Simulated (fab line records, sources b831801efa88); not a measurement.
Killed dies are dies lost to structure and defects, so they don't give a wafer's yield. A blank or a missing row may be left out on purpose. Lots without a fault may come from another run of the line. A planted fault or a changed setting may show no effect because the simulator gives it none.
Chamber matching | flow sky130 | SKY_LI_CONTACT_CMP_02 on cmp-01: 4 sister chambers
The step polishes PSG. 16 wafers are shown with their chamber, then 7 later ones without.

WAFERS WITH THEIR CHAMBER
wafer  | chamber | motor_current_A (A) | time_to_endpoint_s (s)
L540.1 | 2       | 10.5                | 34.2
L540.3 | 0       | 13.4                | 35.8
L540.6 | 1       | 11.8                | 35.5
L542.1 | 0       | 14.7                | 32.0
L542.3 | 2       | 11.5                | 34.5
L542.5 | 0       | 14.2                | 31.9
L543.1 | 2       | 10.8                | 33.8
L543.2 | 1       | 12.3                | 34.8
L543.3 | 0       | 14.5                | 32.4
L544.2 | 1       | 11.6                | 32.6
L544.5 | 0       | 13.7                | 33.8
L544.6 | 1       | 11.3                | 34.5
L551.1 | 3       | 15.0                | 31.6
L551.6 | 0       | 13.6                | 32.1
L556.1 | 2       | 11.0                | 34.2
L556.2 | 1       | 11.3                | 30.0

SIGNATURES (means of the wafers above)
reading            | chamber 0 | chamber 1 | chamber 2 | chamber 3 | scatter within a chamber
motor_current_A    | 14.017    | 11.660    | 10.950    | 15.000    | 0.466
time_to_endpoint_s | 33.000    | 33.480    | 34.175    | 31.600    | 1.63
Rule: a wafer's distance from a chamber is the root of the sum, over the readings, of the square of ((its reading less the chamber's mean) divided by the reading's scatter). The wafer belongs to the nearest chamber; if the next one is less than 2 further off, it can't be placed. The scatter: the root of (the sum of the squares of (reading less its chamber's mean) over the shown wafers, divided by (wafers less chambers)).

WAFERS WITHOUT THEIR CHAMBER
wafer  | motor_current_A (A) | time_to_endpoint_s (s)
L556.6 | 11.2                | 38.3
L558.3 | 15.4                | 33.5
L558.4 | 12.2                | 32.2
L558.6 | 11.0                | 33.8
L562.1 | 10.9                | 36.5
L562.3 | 15.2                | 32.6
L562.6 | 11.2                | 34.8

WHICH CHAMBER EACH WENT THROUGH
wafer  | from the rows above     | in truth
L556.6 | can't be placed: 2 or 1 | 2
L558.3 | can't be placed: 3 or 0 | 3
L558.4 | can't be placed: 1 or 2 | 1
L558.6 | can't be placed: 2 or 1 | 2
L562.1 | can't be placed: 2 or 1 | 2
L562.3 | can't be placed: 3 or 0 | 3
L562.6 | can't be placed: 2 or 1 | 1
Placed correctly: 0 of 7. Can't be placed from these rows: 7 (the true chamber is among the candidates in 7). Placed wrongly: 0.
